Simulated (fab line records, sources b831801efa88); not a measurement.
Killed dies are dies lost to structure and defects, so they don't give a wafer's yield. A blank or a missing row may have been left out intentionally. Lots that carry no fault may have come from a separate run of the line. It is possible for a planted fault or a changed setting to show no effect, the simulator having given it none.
fab line records	flow sky130	part 1 of 2: steps 1 to 28 of 39
record: lots: 5	wafers: 15	lastDay: 50
route steps=708 shown CAP2M@614 METAL4@621 VIA4@639
lots with no fault: from the same line, run without faults
startH: start of the lot's first displayed wafer, in hours after the record's first day	waitH: hours since the lot's step before	" identical to the entry in the row above	L1.1+2: a single row standing in for several wafers	- either no value or no given start	* or withheld: withheld	< > ~ a bound
route shown NAME@n: NAME is a module with steps in the file, n the number in the route of the first one	usual: mean/standard deviation of fault-free wafers	same: alike in all rows	chamber/n: place in a boat	sites: each site's reading	_std_site: their standard deviation	_edge_site: inner sites' mean taken away from outer sites' mean	radiusMm: for every site, how far away it sits from the centre of the wafer	mask NAME#n: copy n	behind: tool/chamber where the wafer was last shaped	hold: cause of the lot's hold/its duration in hours/its outcome	device: names the non-switching transistor (n, p or np)	end of line: at the end of the route, the tests of the same wafers	a step with no rows: only its recipe	killed: dies that structure and defects cost at the first sort, which is not the same as the wafer's yield	map: a wafer's dies, marking killed ones x, the rest . and places with no die _
set.NAME: the setting as run; set.NAME@STEP: as run at that earlier step	model.NAME: the simulator's own value behind a step, which no gauge read
lots seen at some steps along the route; tables by step, rows by wafer
services: from which hour (startH, from the record's first day; less than 0 if before it) a tool's chamber was out of use, for how many hours, and why
== steps ==
step: SKY_CAP2M_DEVELOP_11
recipe: resist: NOVOLAK	developer: TMAH	developTimeS: 60	devTempC: 23
lot.wafer	tool	chamber	startH	waitH
L076.2+3+5	lithoTrack-01	0	972.85	0.1
L077.1+4+6	lithoTrack-01	0	982.03	0.1
L080.2+3+6	lithoTrack-01	0	1001.35	0.1
L091.2+4+6	lithoTrack-01	0	1083.50	0.1
L096.3+4+6	lithoTrack-03	0	1104.75	0.1
step: SKY_CAP2M_OVL_MEAS_12
usual: CAP2M_OVL: -0.3/1.3
lot.wafer	tool	chamber	startH	waitH	CAP2M_OVL[nm]
L076.2	overlay-02	-	972.99	0.1	-0.1
L076.3	"	-	"	"	-0.3
L076.5	"	-	"	"	-1.1
L077.1	overlay-01	-	982.18	0.1	0.0
L077.4	"	-	"	"	-0.1
L077.6	"	-	"	"	0.0
L080.2	overlay-01	-	1001.49	0.1	1.6
L080.3	"	-	"	"	1.8
L080.6	"	-	"	"	0.5
L091.2	overlay-02	-	1083.64	0.1	-3.1
L091.4	"	-	"	"	-2.2
L091.6	"	-	"	"	-2.0
L096.3	overlay-02	-	1104.86	0.1	2.0
L096.4	"	-	"	"	1.5
L096.6	"	-	"	"	1.8
step: SKY_CAP2M_METAL_ETCH_13
recipe: targetDepthNm: 220	stopOn: SiO2	chemistry: Cl2/BCl3	target: TiN	pressureMtorr: 10.43	icpW: 900	biasW: 48.5	Cl2_flow_sccm: 60	bcl3FlowSccm: 30	timeS: 62.9
usual: drypumpMotorCurrentA: 5.98/0.29	oesProductAu: 0.948/0.0079	throttleValvePct: 21.409/0.0097
same: timeS: 62.9
lot.wafer	tool	chamber	startH	waitH	drypumpMotorCurrentA	oesProductAu	rfHoursCounterH	throttleValvePct
L076.2	rieMetal-04	1	973.02	0.0	6.30	0.947	13	21.417
L076.3	"	1	"	"	6.31	0.947	-	21.387
L076.5	"	0	"	"	5.87	0.957	-	21.407
L077.1	rieMetal-01	0	982.22	0.0	5.80	0.963	5	21.390
L077.4	"	1	"	"	5.62	0.946	-	21.413
L077.6	"	0	"	"	5.79	0.963	-	21.410
L080.2	rieMetal-02	1	1001.52	0.0	6.36	0.945	7	21.418
L080.3	"	1	"	"	6.35	0.932	-	21.426
L080.6	"	0	"	"	5.63	0.957	-	21.416
L091.2	rieMetal-01	0	1083.67	0.0	5.80	0.941	11	21.427
L091.4	"	0	"	"	5.80	0.959	-	21.413
L091.6	"	1	"	"	5.63	0.932	-	21.421
L096.3	rieMetal-04	1	1104.94	0.1	6.32	0.940	-	21.402
L096.4	"	1	"	"	6.30	0.948	-	21.408
L096.6	"	1	"	"	6.29	0.948	-	21.404
step: SKY_CAP2M_STRIP_14
recipe: chemistry: O2/N2	powerW: 1400	pressureMtorr: 1500	platenTempC: withheld	o2FlowSccm: 3000	n2FlowSccm: 300	overashFraction: 0.5
usual: drypumpMotorCurrentA: 5.9/0.39	o2FlowSccm: 2999/8.1	oesProductAu: 0.711/0.0044	stripTimeToEndpointS: 12.64/0.042
lot.wafer	tool	chamber	startH	waitH	drypumpMotorCurrentA	o2FlowSccm	oesProductAu	rfHoursCounterH	stripTimeToEndpointS
L076.2	plasmaAsher-02	1	973.09	0.1	6.2	3016	0.709	82	12.63
L076.3	"	1	"	"	6.2	2995	0.717	-	12.67
L076.5	"	0	"	"	5.7	2981	0.713	-	12.64
L077.1	plasmaAsher-02	0	982.29	0.1	5.7	2984	0.714	83	12.60
L077.4	"	0	"	"	5.7	2995	0.715	-	12.61
L077.6	"	1	"	"	6.2	2994	0.712	-	12.64
L080.2	plasmaAsher-01	1	1001.59	0.1	5.2	2992	0.709	57	12.65
L080.3	"	1	"	"	5.1	2994	0.701	-	12.68
L080.6	"	0	"	"	6.3	3006	0.713	-	12.67
L091.2	plasmaAsher-01	1	1083.74	0.1	5.2	2994	0.699	66	12.63
L091.4	"	0	"	"	6.3	2994	0.705	-	12.63
L091.6	"	1	"	"	5.2	2997	0.712	-	12.55
L096.3	plasmaAsher-03	0	1105.07	0.1	5.9	3005	0.714	-	12.70
L096.4	"	1	"	"	6.1	2997	0.712	-	12.68
L096.6	"	1	"	"	6.1	3009	0.719	-	12.65
step: SKY_CAP2M_STRIP_15
recipe: chemistry: postEtchResidueRemover	timeS: 1200	tempC: 72.5
same: timeS: 1200
lot.wafer	tool	chamber	startH	waitH
L076.2+3+5	wetBench-03	2	973.19	0.1
L077.1+4+6	wetBench-02	1	982.39	0.1
L080.2+3+6	wetBench-03	0	1001.69	0.1
L091.2+4+6	wetBench-02	1	1083.84	0.1
L096.3+4+6	wetBench-02	0	1105.14	0.0
step: SKY_CAP2M_CLEAN_16
recipe: chemistry: IPA	timeS: 180	tempC: 25
same: timeS: 180
lot.wafer	tool	chamber	startH	waitH
L076.2+3+5	wetBench-01	2	973.57	0.0
L077.1+4+6	wetBench-01	3	982.77	0.0
L080.2+3+6	wetBench-02	0	1002.03	0.0
L091.2+4+6	wetBench-01	1	1084.18	0.0
L096.3+4+6	wetBench-01	0	1105.48	0.0
step: SKY_CAP2M_CLEAN_17
recipe: chemistry: O3/DIW	dry: n2Spin
lot.wafer	tool	chamber	startH	waitH
L076.2+3+5	wetBench-03	1	973.62	0.0
L077.1+4+6	wetBench-02	2	982.82	0.0
L080.2+3+6	wetBench-03	2	1002.09	0.0
L091.2+4+6	wetBench-03	2	1084.24	0.0
L096.3+4+6	wetBench-03	1	1105.54	0.0
step: SKY_METAL4_DEHYDRATE_05
recipe: tempC: 200	timeS: 60
usual: heaterPowerTotalW: 160.37/0.13
same: timeS: 60
lot.wafer	tool	chamber	startH	waitH	heaterPowerTotalW
L076.2	lithoTrack-03	0	985.32	11.6	160.11
L076.3	"	0	"	"	160.20
L076.5	"	0	"	"	160.50
L077.1	lithoTrack-01	0	993.88	11.0	160.42
L077.4	"	0	"	"	160.33
L077.6	"	0	"	"	160.30
L080.2	lithoTrack-02	0	1013.33	11.1	160.62
L080.3	"	0	"	"	160.24
L080.6	"	0	"	"	160.24
L091.2	lithoTrack-03	0	1093.72	9.4	160.55
L091.4	"	0	"	"	160.15
L091.6	"	0	"	"	160.44
L096.3	lithoTrack-01	0	1115.03	9.4	160.35
L096.4	"	0	"	"	160.24
L096.6	"	0	"	"	160.28
step: SKY_METAL4_HMDS_06
recipe: primeTimeS: 60	primeTempC: 120
same: primeTimeS: 60
lot.wafer	tool	chamber	startH	waitH
L076.2+3+5	lithoTrack-03	0	985.47	0.1
L077.1+4+6	lithoTrack-01	0	994.03	0.1
L080.2+3+6	lithoTrack-02	0	1013.48	0.1
L091.2+4+6	lithoTrack-03	0	1093.87	0.1
L096.3+4+6	lithoTrack-01	0	1115.18	0.1
step: SKY_METAL4_COAT_07
recipe: resist: BARC	tempC: withheld	timeS: withheld	spinRpm: 3000	resistThkNm: 60
lot.wafer	tool	chamber	startH	waitH
L076.2+3+5	lithoTrack-03	0	985.62	0.1
L077.1+4+6	lithoTrack-01	0	994.18	0.1
L080.2+3+6	lithoTrack-02	0	1013.63	0.1
L091.2+4+6	lithoTrack-03	0	1094.02	0.1
L096.3+4+6	lithoTrack-01	0	1115.33	0.1
step: SKY_METAL4_COAT_08
recipe: resist: KrF-thick	spinRpm: 3000	resistThkNm: 1140
lot.wafer	tool	chamber	startH	waitH
L076.2+3+5	lithoTrack-03	0	-	-
L077.1+4+6	lithoTrack-01	0	-	-
L080.2+3+6	lithoTrack-02	0	-	-
L091.2+4+6	lithoTrack-03	0	-	-
L096.3+4+6	lithoTrack-01	0	-	-
step: SKY_METAL4_SOFTBAKE_09
recipe: tempC: 100	timeS: 90	resist: KrF-thick
usual: heaterPowerTotalW: 57.37/0.12
same: timeS: 90
lot.wafer	tool	chamber	startH	waitH	heaterPowerTotalW
L076.2	lithoTrack-03	0	-	-	57.47
L076.3	"	0	"	"	57.27
L076.5	"	0	"	"	57.40
L077.1	lithoTrack-01	0	-	-	57.28
L077.4	"	0	"	"	57.30
L077.6	"	0	"	"	57.19
L080.2	lithoTrack-02	0	-	-	57.28
L080.3	"	0	"	"	57.15
L080.6	"	0	"	"	57.38
L091.2	lithoTrack-03	0	-	-	57.52
L091.4	"	0	"	"	57.54
L091.6	"	0	"	"	57.48
L096.3	lithoTrack-01	0	-	-	57.55
L096.4	"	0	"	"	57.30
L096.6	"	0	"	"	57.23
step: SKY_METAL4_EXPOSE_10
recipe: maskId: MM4	na: 0.68	sourceShape: annular	sigmaInner: 0.4	sigmaOuter: 0.8	targetCdNm: 300	doseMj: 28
same: sigmaInner: 0.4
lot.wafer	tool	chamber	startH	waitH	mask
L076.2+3+5	krfScanner-01	0	-	-	MM4#0
L077.1+4+6	krfScanner-02	0	-	-	MM4#0
L080.2+3+6	krfScanner-02	0	-	-	MM4#0
L091.2+4+6	krfScanner-02	0	-	-	MM4#0
L096.3+4+6	krfScanner-02	0	-	-	MM4#0
step: SKY_METAL4_PEB_11
recipe: pebTempC: withheld	pebTimeS: withheld	resist: KrF-thick
lot.wafer	tool	chamber	startH	waitH
L076.2+3+5	lithoTrack-01	0	-	-
L077.1+4+6	lithoTrack-03	0	-	-
L080.2+3+6	lithoTrack-03	0	-	-
L091.2+4+6	lithoTrack-02	0	-	-
L096.3+4+6	lithoTrack-01	0	-	-
step: SKY_METAL4_DEVELOP_12
recipe: developTimeS: 60	resist: KrF-thick	devTempC: 21
lot.wafer	tool	chamber	startH	waitH
L076.2+3+5	lithoTrack-01	0	-	-
L077.1+4+6	lithoTrack-03	0	-	-
L080.2+3+6	lithoTrack-03	0	-	-
L091.2+4+6	lithoTrack-02	0	-	-
L096.3+4+6	lithoTrack-01	0	-	-
step: SKY_METAL4_CD_MEAS_13
recipe: targetCdNm: 300
usual: cdNm: 300.5/1.2
lot.wafer	tool	chamber	startH	waitH	cdNm
L076.2	cdSem-01	-	997.95	-	301.1
L076.3	"	-	"	"	301.5
L076.5	"	-	"	"	301.2
L077.1	cdSem-01	-	1005.50	-	301.8
L077.4	"	-	"	"	302.2
L077.6	"	-	"	"	300.9
L080.2	cdSem-02	-	1025.17	-	299.6
L080.3	"	-	"	"	301.1
L080.6	"	-	"	"	301.4
L091.2	cdSem-01	-	1104.27	-	303.2
L091.4	"	-	"	"	302.1
L091.6	"	-	"	"	302.7
L096.3	cdSem-02	-	1125.42	-	301.7
L096.4	"	-	"	"	300.4
L096.6	"	-	"	"	300.2
step: SKY_METAL4_OVL_MEAS_14
usual: METAL4_OVL: 3/4.8
lot.wafer	tool	chamber	startH	waitH	METAL4_OVL[nm]
L076.2	overlay-01	-	998.06	0.1	-2
L076.3	"	-	"	"	0
L076.5	"	-	"	"	-4
L077.1	overlay-01	-	1005.62	0.1	3
L077.4	"	-	"	"	-5
L077.6	"	-	"	"	3
L080.2	overlay-02	-	1025.27	0.1	1
L080.3	"	-	"	"	-4
L080.6	"	-	"	"	-4
L091.2	overlay-01	-	1104.38	0.1	1
L091.4	"	-	"	"	12
L091.6	"	-	"	"	4
L096.3	overlay-02	-	1125.51	0.1	1
L096.4	"	-	"	"	0
L096.6	"	-	"	"	0
step: SKY_METAL4_DESCUM_15
recipe: chemistry: O2	sourcePowerW: 150	biasPowerW: 0	pressureMtorr: 10	tempC: 40	timeS: 8
usual: drypumpMotorCurrentA: 6.05/0.27	oesProductAu: 0.998/0.0086
same: timeS: 8
lot.wafer	tool	chamber	startH	waitH	drypumpMotorCurrentA	oesProductAu	rfHoursCounterH
L076.2	rieMetal-03	1	998.09	0.0	6.13	0.989	1
L076.3	"	0	"	"	6.20	0.992	-
L076.5	"	1	"	"	6.11	0.992	-
L077.1	rieMetal-02	1	1005.65	0.0	6.38	1.001	7
L077.4	"	0	"	"	5.71	0.996	-
L077.6	"	0	"	"	5.65	0.994	-
L080.2	rieMetal-02	1	1025.31	0.0	6.37	1.012	-
L080.3	"	1	"	"	6.37	1.002	-
L080.6	"	1	"	"	6.35	1.005	-
L091.2	rieMetal-02	0	1104.41	0.0	5.62	0.986	18
L091.4	"	0	"	"	5.65	1.004	-
L091.6	"	1	"	"	6.36	1.000	-
L096.3	rieMetal-02	1	1125.55	0.0	6.37	1.002	-
L096.4	"	0	"	"	5.62	1.004	-
L096.6	"	0	"	"	5.69	0.999	-
step: SKY_METAL4_ETCH_16
recipe: chemistry: N2/H2	target: BARC	ionEnergyEv: 200	biasW: 100	pressureMtorr: 30	n2FlowSccm: 100	h2FlowSccm: 200	icpW: 500	stopOn: SiO2	timeS: 88.2	targetDepthA: 600
usual: drypumpMotorCurrentA: 6.05/0.28	oesProductAu: 0.626/0.0043	throttleValvePct: 13.205/0.0097
same: timeS: 88.2
lot.wafer	tool	chamber	startH	waitH	drypumpMotorCurrentA	oesProductAu	rfHoursCounterH	throttleValvePct
L076.2	rieMetal-03	1	998.12	0.0	6.10	0.630	1	13.199
L076.3	"	0	"	"	6.18	0.622	-	13.206
L076.5	"	1	"	"	6.10	0.621	-	13.212
L077.1	rieMetal-02	1	1005.68	0.0	6.35	0.626	7	13.216
L077.4	"	0	"	"	5.65	0.628	-	13.208
L077.6	"	0	"	"	5.66	0.623	-	13.207
L080.2	rieMetal-02	1	1025.40	0.1	6.38	0.626	-	13.195
L080.3	"	1	"	"	6.37	0.629	-	13.208
L080.6	"	1	"	"	6.38	0.623	-	13.195
L091.2	rieMetal-02	0	1104.44	0.0	5.65	0.629	18	13.187
L091.4	"	0	"	"	5.60	0.621	-	13.222
L091.6	"	1	"	"	6.38	0.626	-	13.201
L096.3	rieMetal-02	1	1125.60	0.0	6.36	0.634	-	13.203
L096.4	"	0	"	"	5.61	0.623	-	13.202
L096.6	"	0	"	"	5.61	0.624	-	13.229
step: SKY_METAL4_ETCH_17
recipe: target: SiO2	stopOn: TiN	chemistry: C4F8/O2/Ar	sourceW: 1500	biasW: 1200	pressureMtorr: 40	c4f8FlowSccm: withheld	O2_flow_sccm: 6	Ar_flow_sccm: 300	timeS: 3.9	targetDepthA: 150
usual: oesProductAu: 0.753/0.0074
same: timeS: 3.9
lot.wafer	tool	chamber	startH	waitH	oesProductAu	rfHoursCounterH
L076.2	rieDiel-02	1	998.22	0.1	0.736	5
L076.3	"	3	"	"	0.749	4
L076.5	"	0	"	"	0.755	-
L077.1	rieDiel-03	2	1005.78	0.1	0.743	13
L077.4	"	3	"	"	0.750	28
L077.6	"	3	"	"	0.764	-
L080.2	rieDiel-03	3	1025.56	0.1	0.754	28
L080.3	"	2	"	"	0.741	14
L080.6	"	2	"	"	0.762	-
L091.2	rieDiel-02	0	1104.54	0.1	0.740	13
L091.4	"	3	"	"	0.764	7
L091.6	"	2	"	"	0.743	-
L096.3	rieDiel-04	3	1125.67	0.0	0.747	16
L096.4	"	2	"	"	0.753	20
L096.6	"	3	"	"	0.746	-
step: SKY_METAL4_METAL_ETCH_18
recipe: targetDepthA: 8450	stopOn: SiO2	overEtchFrac: 0.3	timeS: 183.1	chemistry: Cl2/BCl3	resistSidewallDeg: 88	pressureMtorr: 10	icpW: 900	biasW: 48.5	Cl2_flow_sccm: 60	bcl3FlowSccm: 30
usual: drypumpMotorCurrentA: 5.89/0.25	oesProductAu: 0.865/0.0069	throttleValvePct: 22.263/0.0093
same: timeS: 183.1
lot.wafer	tool	chamber	startH	waitH	drypumpMotorCurrentA	oesProductAu	rfHoursCounterH	throttleValvePct
L076.2	rieMetal-01	0	998.23	0.0	5.77	0.865	6	22.261
L076.3	"	0	"	"	5.80	0.872	-	22.266
L076.5	"	0	"	"	5.79	0.873	-	22.269
L077.1	rieMetal-03	1	1005.80	0.0	6.10	0.881	1	22.277
L077.4	"	1	"	"	6.12	0.866	-	22.255
L077.6	"	0	"	"	6.19	0.879	-	22.253
L080.2	rieMetal-01	0	1025.58	0.0	5.82	0.862	7	22.267
L080.3	"	1	"	"	5.63	0.860	-	22.259
L080.6	"	1	"	"	5.66	0.868	-	22.262
L091.2	rieMetal-03	1	1104.56	0.0	6.08	0.870	8	22.253
L091.4	"	0	"	"	6.20	0.865	-	22.272
L091.6	"	0	"	"	6.19	0.862	-	22.266
L096.3	rieMetal-03	0	1125.74	0.1	6.21	0.876	-	22.269
L096.4	"	1	"	"	6.11	0.863	-	22.273
L096.6	"	0	"	"	6.18	0.869	-	22.273
step: SKY_METAL4_STRIP_19
recipe: chemistry: O2/N2	powerW: 1400	pressureMtorr: 1500	platenTempC: withheld	o2FlowSccm: 3000	n2FlowSccm: 300	overashFraction: 0.5
usual: drypumpMotorCurrentA: 5.8/0.4	o2FlowSccm: 3000/8.7	oesProductAu: 0.502/0.006	stripTimeToEndpointS: 6.53/0.084
lot.wafer	tool	chamber	startH	waitH	drypumpMotorCurrentA	o2FlowSccm	oesProductAu	rfHoursCounterH	stripTimeToEndpointS
L076.2	plasmaAsher-04	0	998.41	0.1	5.3	3000	0.498	119	6.52
L076.3	"	0	"	"	5.3	3015	0.504	-	6.60
L076.5	"	0	"	"	5.3	2998	0.497	-	6.52
L077.1	plasmaAsher-03	1	1005.98	0.1	6.2	2987	0.504	24	6.65
L077.4	"	0	"	"	5.9	3007	0.506	-	6.63
L077.6	"	1	"	"	6.2	2989	0.509	-	6.57
L080.2	plasmaAsher-03	0	1025.76	0.1	5.9	2995	0.504	26	6.55
L080.3	"	1	"	"	6.2	2991	0.500	-	6.42
L080.6	"	1	"	"	6.1	2996	0.498	-	6.45
L091.2	plasmaAsher-01	0	1104.73	0.1	6.3	3009	0.524	68	6.81
L091.4	"	1	"	"	5.1	3004	0.507	-	6.61
L091.6	"	0	"	"	6.3	3000	0.503	-	6.66
L096.3	plasmaAsher-03	0	1125.90	0.1	5.9	2987	0.493	-	6.38
L096.4	"	1	"	"	6.1	2997	0.511	-	6.62
L096.6	"	0	"	"	5.9	3001	0.504	-	6.56
step: SKY_METAL4_STRIP_20
recipe: chemistry: postEtchResidueRemover	timeS: 1200	tempC: 72.5
same: timeS: 1200
lot.wafer	tool	chamber	startH	waitH
L076.2+3+5	wetBench-01	2	998.51	0.1
L077.1+4+6	wetBench-04	2	1006.08	0.1
L080.2+3+6	wetBench-02	0	1025.86	0.1
L091.2+4+6	wetBench-01	1	1104.83	0.1
L096.3+4+6	wetBench-04	0	1125.96	0.0
step: SKY_METAL4_CLEAN_21
recipe: chemistry: IPA	timeS: 180	tempC: 25
same: timeS: 180
lot.wafer	tool	chamber	startH	waitH
L076.2+3+5	wetBench-02	2	998.88	0.0
L077.1+4+6	wetBench-02	1	1006.49	0.0
L080.2+3+6	wetBench-02	2	1026.20	0.0
L091.2+4+6	wetBench-01	0	1105.18	0.0
L096.3+4+6	wetBench-02	2	1126.30	0.0
step: SKY_METAL4_CLEAN_22
recipe: chemistry: O3/DIW	dry: n2Spin
lot.wafer	tool	chamber	startH	waitH
L076.2+3+5	wetBench-04	2	998.94	0.0
L077.1+4+6	wetBench-01	2	1006.54	0.0
L080.2+3+6	wetBench-02	3	1026.26	0.0
L091.2+4+6	wetBench-01	1	1105.23	0.0
L096.3+4+6	wetBench-04	3	1126.37	0.0
step: SKY_VIA4_HDPCVD_00
recipe: material: SiO2	targetThkNm: 1750	sigmaOpenFrac: 0.3	timeS: 291.7	tempC: 400	sih4FlowSccm: 60	pressureMtorr: 6
usual: pressureMtorr: 6.000/0.012
same: timeS: 291.7
lot.wafer	tool	chamber	startH	waitH	pressureMtorr
L076.2	hdpcvd-02	1	999.06	0.0	5.998
L076.3	"	0	"	"	5.989
L076.5	"	2	"	"	6.019
L077.1	hdpcvd-02	0	1006.64	0.0	6.012
L077.4	"	1	"	"	6.014
L077.6	"	0	"	"	5.993
L080.2	hdpcvd-02	2	1026.35	0.0	6.024
L080.3	"	0	"	"	6.000
L080.6	"	2	"	"	6.019
L091.2	hdpcvd-01	1	1105.33	0.0	6.018
L091.4	"	2	"	"	6.015
L091.6	"	0	"	"	5.998
L096.3	hdpcvd-02	0	1126.46	0.0	5.982
L096.4	"	0	"	"	5.984
L096.6	"	2	"	"	5.992
step: SKY_VIA4_THK_MEAS_01
recipe: reads: SiO2_of_VIA4_HDPCVD_00
usual: VIA4_HDPCVD_THK: 1763/20
lot.wafer	tool	chamber	startH	waitH	VIA4_HDPCVD_THK[nm]
L076.2	filmMetro-04	-	999.25	0.1	1741
L076.3	"	-	"	"	1760
L076.5	"	-	"	"	1742
L077.1	filmMetro-01	-	1006.81	0.1	1748
L077.4	"	-	"	"	1754
L077.6	"	-	"	"	1769
L080.2	filmMetro-03	-	1026.54	0.1	1761
L080.3	"	-	"	"	1756
L080.6	"	-	"	"	1807
L091.2	filmMetro-04	-	1105.51	0.1	1722
L091.4	"	-	"	"	1728
L091.6	"	-	"	"	1780
L096.3	filmMetro-03	-	1126.66	0.1	1764
L096.4	"	-	"	"	1779
L096.6	"	-	"	"	1807
step: SKY_VIA4_CMP_02
recipe: material: SiO2	downForcePsi: 4	platenRpm: 60	padVelocityMS: 0.94248
usual: motorCurrentA: 12.7/1.1
lot.wafer	tool	chamber	startH	waitH	motorCurrentA
L076.3	cmp-02	1	999.35	0.1	10.9
L076.2	"	2	"	"	11.5
L076.5	"	1	"	"	11.1
L077.4	cmp-02	2	1006.97	0.1	11.7
L077.1	"	3	"	"	14.2
L077.6	"	0	"	"	12.5
L080.2	cmp-01	2	1026.64	0.1	12.0
L080.3	"	3	"	"	12.2
L080.6	"	2	"	"	12.6
L091.2	cmp-02	1	1105.56	0.0	10.9
L091.4	"	3	"	"	14.4
L091.6	"	2	"	"	11.0
L096.3	cmp-01	3	1126.70	0.0	12.6
L096.4	"	0	"	"	13.0
L096.6	"	0	"	"	12.9
